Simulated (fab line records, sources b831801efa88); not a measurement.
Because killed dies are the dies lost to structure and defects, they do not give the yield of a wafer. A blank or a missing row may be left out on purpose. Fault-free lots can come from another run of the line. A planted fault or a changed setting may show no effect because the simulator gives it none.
A single fault, viewed from 2 desks	flow sky130	what lay behind the numbers comes last; until then each desk has only its own

FROM THE METROLOGY DESK
What the gauges read for every lot (on any tool): the sampled wafers with a number, averaged. Any lot whose mean is over 4 standard deviations away from the usual mean is out of limits and marked OUT; that distance is given in the brackets.
Columns: A = cd_nm at SKY_LI_CONTACT_CD_MEAS_12, usual 170.7 nm; B = LI_CONTACT_OVL at SKY_LI_CONTACT_OVL_MEAS_13, usual -5 nm; C = LOCAL_INTERCONNECT_TIN_RS at SKY_LOCAL_INTERCONNECT_RS_MEAS_01, usual 14.16 ohm/sq; D = LOCAL_INTERCONNECT_TIN_THK at SKY_LOCAL_INTERCONNECT_THK_MEAS_02, usual 100.6 nm
lot	first seen here	A	B	C	D
L287	day 28 22:25	173.1	-6	14.19	99.7
L289	day 30 00:32	170.4	-10	14.03	101.4
L295	day 31 23:12	171.5	5	14.41	99.3
L296	day 32 05:02	171.8	-16	14.15	101.2
L304	day 34 19:30	169.9	-3	12.81 (-9.6) OUT	112.9 (+13) OUT
L305	day 35 00:53	169.7	-3	12.82 (-9.6) OUT	112.4 (+12) OUT
L306	day 35 10:28	172.7	-2	14.08	100.7
L307	day 35 15:08	171.1	-9	14.11	100.8
L308	day 36 08:55	169.7	-6	14.08	101.0
L309	day 36 12:02	170.9	-8	14.01	101.4
This desk finds L304, L305 out of limits, with the earliest case on L304 at day 34 20:53 (LOCAL_INTERCONNECT_TIN_RS at SKY_LOCAL_INTERCONNECT_RS_MEAS_01). Within limits: L287, L289, L295, L296, L306, L307, L308, L309.

TOOL OWNER'S DESK, pvd_sputter-04
At SKY_LOCAL_INTERCONNECT_SPUTTER_00 (material TiN, target thk 100 nm, time 83.3 s) the tool's own readings: per lot run on this tool, the mean of the sampled wafers that have a number. Any lot whose mean is over 4 standard deviations away from the usual mean is out of limits and marked OUT; that distance is given in the brackets.
Columns: A = substrate_temp_c at SKY_LOCAL_INTERCONNECT_SPUTTER_00, usual 300.03 C; B = throttle_valve_pct at SKY_LOCAL_INTERCONNECT_SPUTTER_00, usual 29.9 %
lot	first seen here	A	B
L289	day 30 01:50	299.97	29.2
L295	day 32 04:18	300.05	29.6
L296	day 32 06:22	300.02	29.8
L304	day 34 20:49	300.06	29.6
L305	day 35 02:10	300.10	29.3
This desk's finding: nothing out of limits on any of the 5 lots.

TAKEN TOGETHER
L304, L305 would have let the metrology desk raise an alarm at day 34 20:53.
The desk of the tool owner found nothing out of limits.
Tool owner's desk: L304, L305 on record, inside its limits.
All the named lots went through SKY_LOCAL_INTERCONNECT_SPUTTER_00 on pvd_sputter-04.

WHAT THE SIMULATOR HAD INSERTED
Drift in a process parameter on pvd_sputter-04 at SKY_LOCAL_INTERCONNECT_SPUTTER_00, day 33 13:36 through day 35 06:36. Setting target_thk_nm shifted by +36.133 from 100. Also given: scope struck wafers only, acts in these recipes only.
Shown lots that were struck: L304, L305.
Hours from the fault's start to each desk's first reading out of limits: the metrology desk, 31.
